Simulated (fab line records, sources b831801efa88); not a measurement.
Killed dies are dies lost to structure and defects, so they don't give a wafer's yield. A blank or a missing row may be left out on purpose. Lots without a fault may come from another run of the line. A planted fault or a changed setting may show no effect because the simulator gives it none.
Which tool did it? | flow gf180mcu | 6 lots, 18 wafers sampled, at 2 steps of a route of 602

WHAT THE GAUGES READ, wafer by wafer
GF_PSD_RS_MEAS_14: measures by four-point-probe.
lot  | measured     | on            | NSD_RS (ohm/sq)
L712 | day 14 11:38 | film_metro-02 | 46.11 46.14 46.04
L714 | day 15 17:05 | film_metro-02 | 46.19 46.27 46.34
L717 | day 16 08:53 | film_metro-01 | 46.20 46.19 46.12
L720 | day 17 06:17 | film_metro-01 | 46.07 46.10 46.13
L725 | day 19 18:43 | film_metro-04 | 47.45 46.15 46.01 47.53 46.09 46.01
L732 | day 21 12:43 | film_metro-04 | 46.15 46.10 46.17

WHICH TOOL RAN EACH LOT (tool, then ch and the chambers of the sampled wafers, then the start)
lot  | GF_NSD_IMPLANT_10
L712 | implanter-02 ch 0, day 13 14:51
L714 | implanter-01 ch 0, day 14 18:43
L717 | implanter-02 ch 0, day 15 10:10
L720 | implanter-02 ch 0, day 16 06:16
L725 | implanter-01 ch 0, day 18 17:41
L732 | implanter-04 ch 0, day 20 12:14
- GF_NSD_IMPLANT_10

THE ANSWER, worked out from the rows above alone
Rule: what is usual is taken from the lots themselves. Put in order of their means at a reading, lots are off if they are a third of the lots or fewer, leave a main group of 4 or more, and stand apart from it by a gap of 3 or more times the standard deviation of the main group's means; of several such gaps the widest counts. A main group whose means are all the same, to the digits that the tables above print for the reading, isn't used. A lot without any number at a reading at which 4 lots or more have one is off too. The other lots that the step has rows for count as sound.
Off: L725, at GF_PSD_RS_MEAS_14 (NSD_RS). The main group: mean 46.15 ohm/sq, standard deviation 0.062.
A tool fits if, at a process step before that reading, it ran every lot that is off, and no sound lot after the first of them. The gauges at GF_PSD_RS_MEAS_14 are tried like those tools. One fits: implanter-01 at GF_NSD_IMPLANT_10. Its last sound lot is L714 (day 14 18:43), its first lot that is off L725 (day 18 17:41): a fault that began between those two fits.

WHAT THE SIMULATOR HAD PUT IN
Process parameter drift: implanter-01, from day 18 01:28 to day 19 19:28, at GF_NSD_IMPLANT_10. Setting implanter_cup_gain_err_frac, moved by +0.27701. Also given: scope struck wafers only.
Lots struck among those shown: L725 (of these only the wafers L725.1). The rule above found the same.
